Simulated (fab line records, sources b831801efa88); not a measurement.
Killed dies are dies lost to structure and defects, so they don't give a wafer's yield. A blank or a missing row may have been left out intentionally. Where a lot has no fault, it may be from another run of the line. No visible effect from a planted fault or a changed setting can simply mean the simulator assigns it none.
fab line records	flow sfqLine
[record] lots = 14	wafers = 42	lastDay = 75
route steps=325 shown M4@159 I4@170
lots that met no fault: taken from a fault-free run of the same line
startH: the number of hours between the record's first day and the start of the first shown wafer of the lot	waitH: hours from the lot's prior step to this one	" the same as in the row above	L1.1+2: a row that stands for several wafers	- value missing, or start not given	* or withheld: withheld	< > ~ a bound
route shown NAME@n: a module of which the file shows steps, and the number in the route of the first	usual: mean/standard deviation taken from wafers without a fault	same: alike in all rows	chamber/n: place in a boat	sites: readings site by site	_std_site: standard deviation of those values	_edge_site: outer sites' mean less inner sites'	radiusMm: for every site, how far away it sits from the centre of the wafer	mask NAME#n: copy n	behind: the last tool/chamber to shape the wafer	hold: the reason the lot was held/the length of the hold in hours/how it ended	device: names the non-switching transistor (n, p or np)	end of line: the route-end tests of the same wafers	a step without rows: its recipe alone	killed: dies that structure and defects cost at the first sort, which is not the same as the wafer's yield	map: dies across one wafer; x = killed, . = not, _ = none there
set.NAME: setting as actually run; set.NAME@STEP: the setting as run at that earlier step	model.NAME: the simulator's own value behind a step, which no gauge read
one table for each step of the route and one row for each wafer, over a sample of lots
services: from which hour (startH, from the record's first day; less than 0 if before it) a tool's chamber was out of use, for how many hours, and why
[[steps]]
[step SFQ_TRILAYER_M4_BARC_OPEN_METAL_ETCH_123]
[recipe] maskMaterial = PR	chemistry = O2	targetDepthNm = 125	target = BARC	icpW = 600	biasW = 80	pressureMtorr = 10	timeS = 41.7
[usual] biasW = 80.00/0.23	chamberPressureMTorr = 9.999/0.0086	drypumpMotorCurrentA = 5.85/0.25	oesProductAu = 0.685/0.0043
lot.wafer	tool	chamber	startH	waitH	biasW	chamberPressureMTorr	drypumpMotorCurrentA	oesProductAu	rfHoursCounterH
L588.3	rieMetal-03	1	798.69	0.0	80.18	9.980	5.99	0.686	-
L588.4	"	0	"	"	80.06	10.002	5.83	0.684	-
L588.5	"	0	"	"	79.96	10.003	5.84	0.688	-
L589.4	rieMetal-01	0	805.89	0.0	80.08	10.008	5.77	0.684	-
L589.5	"	1	"	"	80.04	9.992	5.85	0.684	-
L589.6	"	0	"	"	80.01	10.006	5.76	0.682	-
L590.1	rieMetal-04	1	823.87	0.0	80.01	10.001	5.44	0.684	45
L590.2	"	0	"	"	79.55	9.994	6.38	0.689	88
L590.3	"	0	"	"	79.84	9.990	6.39	0.678	-
L591.1	rieMetal-03	1	827.47	0.0	79.94	10.001	5.97	0.681	52
L591.3	"	0	"	"	79.75	10.008	5.81	0.678	-
L591.6	"	1	"	"	79.76	10.006	5.98	0.688	-
L592.1	rieMetal-01	0	832.27	0.0	80.02	10.010	5.76	0.681	158
L592.2	"	1	"	"	80.05	9.999	5.85	0.677	127
L592.5	"	1	"	"	79.96	10.006	5.86	0.688	-
L593.2	rieMetal-01	1	834.67	0.0	79.71	9.999	5.89	0.687	128
L593.4	"	0	"	"	80.17	9.998	5.75	0.683	-
L593.5	"	0	"	"	79.87	9.994	5.76	0.687	-
L596.1	rieMetal-04	1	851.47	0.0	80.12	10.003	5.41	0.683	50
L596.2	"	0	"	"	79.97	9.998	6.35	0.686	93
L596.3	"	0	"	"	79.87	9.990	6.37	0.681	-
L598.1	rieMetal-01	0	906.70	0.0	-	-	-	-	-
L598.5	"	0	"	"	-	-	-	-	-
L598.6	"	1	"	"	-	-	-	-	-
L599.1	rieMetal-03	0	919.90	0.0	-	-	-	-	-
L599.4	"	0	"	"	-	-	-	-	-
L599.5	"	1	"	"	-	-	-	-	-
L600.1	rieMetal-04	0	923.50	0.0	79.46	9.997	6.41	0.682	106
L600.2	"	1	"	"	80.36	10.004	5.39	0.688	63
L600.3	"	0	"	"	79.89	9.982	6.40	0.685	-
L608.1	rieMetal-03	1	1024.94	0.0	80.17	9.981	5.96	0.683	84
L608.3	"	0	"	"	79.93	9.995	5.84	0.677	-
L608.6	"	1	"	"	80.26	10.009	5.96	0.683	-
L609.1	rieMetal-04	0	1041.29	0.0	80.18	9.994	6.38	0.685	126
L609.3	"	0	"	"	80.11	9.995	6.42	0.674	-
L609.6	"	1	"	"	80.13	9.992	5.40	0.683	-
L610.1	rieMetal-01	0	1048.49	0.0	79.86	9.994	5.78	0.680	29
L610.4	"	0	"	"	80.00	9.994	5.79	0.688	-
L610.5	"	0	"	"	80.21	10.001	5.78	0.685	-
L611.1	rieMetal-03	0	1063.16	0.0	79.87	10.009	5.85	0.682	51
L611.2	"	1	"	"	79.74	9.993	5.97	0.680	91
L611.3	"	1	"	"	80.06	10.004	5.94	0.682	-
[step SFQ_TRILAYER_M4_ETCH_METAL_ETCH_096]
[recipe] target = Nb	stopOn = SiO2	maskMaterial = PR	chemistry = Cl2/Ar	targetDepthNm = 240	icpW = 600	biasW = 80	pressureMtorr = 10	timeS = 120
[usual] biasW = 79.99/0.24	chamberPressureMTorr = 10.000/0.0094	drypumpMotorCurrentA = 5.86/0.25	oesProductAu = 0.892/0.0081
lot.wafer	tool	chamber	startH	waitH	biasW	chamberPressureMTorr	drypumpMotorCurrentA	oesProductAu	rfHoursCounterH
L588.3	rieMetal-03	1	798.77	0.1	79.99	9.996	5.94	0.884	-
L588.4	"	0	"	"	80.14	10.007	5.84	0.887	-
L588.5	"	0	"	"	79.97	9.997	5.84	0.891	-
L589.4	rieMetal-01	0	805.97	0.1	80.38	9.993	5.74	0.892	-
L589.5	"	1	"	"	80.29	10.005	5.88	0.890	-
L589.6	"	0	"	"	80.49	10.018	5.76	0.894	-
L590.1	rieMetal-04	1	823.93	0.0	79.61	9.991	5.39	0.884	45
L590.2	"	0	"	"	80.06	10.001	6.39	0.881	88
L590.3	"	0	"	"	79.88	10.009	6.42	0.875	-
L591.1	rieMetal-03	1	827.53	0.0	79.77	10.010	5.95	0.878	52
L591.3	"	0	"	"	79.91	9.999	5.88	0.891	-
L591.6	"	1	"	"	79.91	9.997	5.96	0.880	-
L592.1	rieMetal-01	0	832.33	0.0	79.68	10.005	5.76	0.907	158
L592.2	"	1	"	"	80.15	9.987	5.86	0.907	127
L592.5	"	1	"	"	79.93	9.999	5.82	0.903	-
L593.2	rieMetal-01	1	834.73	0.0	79.98	9.997	5.86	0.882	128
L593.4	"	0	"	"	79.68	10.009	5.77	0.903	-
L593.5	"	0	"	"	79.59	10.007	5.76	0.894	-
L596.1	rieMetal-04	1	851.53	0.0	79.55	9.998	5.43	0.903	50
L596.2	"	0	"	"	79.79	9.991	6.45	0.901	93
L596.3	"	0	"	"	79.65	10.011	6.38	0.907	-
L598.1	rieMetal-01	0	906.76	0.0	80.02	10.005	5.76	0.378	2
L598.5	"	0	"	"	79.63	10.000	5.77	0.372	-
L598.6	"	1	"	"	80.26	9.987	5.90	0.376	-
L599.1	rieMetal-03	0	919.96	0.0	79.83	9.993	5.89	0.370	29
L599.4	"	0	"	"	79.98	9.993	5.88	0.370	-
L599.5	"	1	"	"	79.78	9.993	5.95	0.377	-
L600.1	rieMetal-04	0	923.56	0.0	80.27	9.995	6.37	0.896	106
L600.2	"	1	"	"	80.08	9.989	5.39	0.900	63
L600.3	"	0	"	"	80.06	10.000	6.34	0.903	-
L608.1	rieMetal-03	1	1024.99	0.0	80.15	10.011	5.96	0.900	84
L608.3	"	0	"	"	80.13	10.018	5.89	0.883	-
L608.6	"	1	"	"	79.59	10.004	5.97	0.906	-
L609.1	rieMetal-04	0	1041.34	0.0	79.84	10.003	6.39	0.895	126
L609.3	"	0	"	"	79.79	10.014	6.38	0.903	-
L609.6	"	1	"	"	80.16	10.020	5.42	0.898	-
L610.1	rieMetal-01	0	1048.54	0.0	80.12	10.010	5.76	0.894	29
L610.4	"	0	"	"	80.31	10.009	5.77	0.897	-
L610.5	"	0	"	"	80.17	10.026	5.77	0.896	-
L611.1	rieMetal-03	0	1063.22	0.0	79.85	10.015	5.83	0.882	51
L611.2	"	1	"	"	80.38	10.003	5.96	0.886	91
L611.3	"	1	"	"	80.13	9.998	5.96	0.890	-
[step SFQ_TRILAYER_I4_VIA_LITHO_EXPOSE_104]
[recipe] maskId = I4	na = 0.6	sourceShape = conventional	sigmaOuter = 0.65	targetCdNm = 700	doseMj = 21.3
[usual] exposureDoseMJCm2 = 21.298/0.021	focusOffsetNm = 0.1/0.47
lot.wafer	tool	chamber	startH	waitH	mask	exposureDoseMJCm2	focusOffsetNm
L588.3	krfScanner-01	0	872.61	-	I4#0	21.290	0.1
L588.4	"	0	"	"	I4#0	21.302	-0.1
L588.5	"	0	"	"	I4#0	21.281	-0.1
L589.4	krfScanner-01	0	877.61	-	I4#0	21.288	-0.5
L589.5	"	0	"	"	I4#0	21.298	-0.3
L589.6	"	0	"	"	I4#0	21.278	-0.3
L590.1	krfScanner-01	0	900.36	-	I4#0	21.313	0.5
L590.2	"	0	"	"	I4#0	21.281	0.5
L590.3	"	0	"	"	I4#0	21.318	0.4
L591.1	krfScanner-01	0	908.76	-	I4#0	21.304	-0.4
L591.3	"	0	"	"	I4#0	21.322	0.3
L591.6	"	0	"	"	I4#0	21.276	0.3
L592.1	krfScanner-01	0	912.36	-	I4#0	21.289	0.8
L592.2	"	0	"	"	I4#0	21.289	0.0
L592.5	"	0	"	"	I4#0	21.302	0.6
L593.2	krfScanner-01	0	917.36	-	I4#0	21.317	-0.5
L593.4	"	0	"	"	I4#0	21.337	0.6
L593.5	"	0	"	"	I4#0	21.311	-0.2
L596.1	krfScanner-01	0	937.56	-	I4#0	21.300	-0.3
L596.2	"	0	"	"	I4#0	21.317	0.1
L596.3	"	0	"	"	I4#0	21.307	0.3
L598.1	krfScanner-01	-	983.26	-	I4#0	-	-
L598.5	"	-	"	"	I4#0	-	-
L598.6	"	-	"	"	I4#0	-	-
L599.1	krfScanner-01	-	1008.00	-	I4#0	-	-
L599.4	"	-	"	"	I4#0	-	-
L599.5	"	-	"	"	I4#0	-	-
L600.1	krfScanner-01	0	1014.00	-	I4#0	21.332	0.1
L600.2	"	0	"	"	I4#0	21.339	0.7
L600.3	"	0	"	"	I4#0	21.335	0.1
L608.1	krfScanner-01	0	1111.45	-	I4#0	21.306	0.0
L608.3	"	0	"	"	I4#0	21.305	-0.1
L608.6	"	0	"	"	I4#0	21.299	0.5
L609.1	krfScanner-01	0	1127.05	-	I4#0	21.315	-0.1
L609.3	"	0	"	"	I4#0	21.305	0.5
L609.6	"	0	"	"	I4#0	21.291	0.5
L610.1	krfScanner-01	0	1137.95	-	I4#0	21.292	0.3
L610.4	"	0	"	"	I4#0	21.285	0.2
L610.5	"	0	"	"	I4#0	21.299	0.8
L611.1	krfScanner-01	0	1163.39	-	I4#0	21.314	-0.1
L611.2	"	0	"	"	I4#0	21.297	-0.2
L611.3	"	0	"	"	I4#0	21.323	-0.3
[[services]]
tool	chamber	startH	hours	kind
krfScanner-01	-	785.03	1.3	pm
rieMetal-01	-	825.22	0.3	repair
rieMetal-01	1	837.49	19.2	repair
krfScanner-01	-	852.33	1.0	pm
rieMetal-04	1	857.93	4.7	repair
krfScanner-01	-	864.97	0.5	repair
rieMetal-01	-	869.04	2.8	pm
rieMetal-01	0	871.79	-	clean
rieMetal-01	0	871.79	19.8	scheduledDown
rieMetal-01	0	871.79	19.8	ventCycle
krfScanner-01	-	881.42	8.1	repair
rieMetal-01	-	907.49	0.7	repair
rieMetal-03	-	945.08	13.5	repair
krfScanner-01	-	961.56	1.3	pm
krfScanner-01	-	1021.20	1.0	pm
rieMetal-01	1	1050.14	17.0	repair
rieMetal-01	1	1068.20	-	clean
rieMetal-01	1	1068.20	-	consumableReplace:focusRing
rieMetal-01	1	1068.20	25.4	scheduledDown
rieMetal-01	1	1068.20	25.4	ventCycle
krfScanner-01	-	1068.59	3.1	repair
krfScanner-01	-	1085.84	0.1	repair
krfScanner-01	-	1110.72	0.7	repair
krfScanner-01	-	1136.65	1.3	pm
[[key]]
[firstSign] step = SFQ_TRILAYER_M4_BARC_OPEN_METAL_ETCH_123	reading = toolRecord	direction = missing
[effect] step = SFQ_TRILAYER_M4_ETCH_METAL_ETCH_096	reading = oesProductAu	direction = down	sigmas = 64	usual = 0.892	struck = 0.374
[effect] step = SFQ_TRILAYER_I4_VIA_LITHO_EXPOSE_104	reading = toolRecord	direction = missing
metAt SFQ_TRILAYER_M4_BARC_OPEN_METAL_ETCH_123
struckLots L598,L599
onsetBetween 834.67 906.70
[fault] kind = skippedStepWhole	tool = rieMetal-01,rieMetal-03	chamber = -	onsetH = 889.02	steps = SFQ_TRILAYER_M4_BARC_OPEN_METAL_ETCH_123	scope = struckLotsOnly
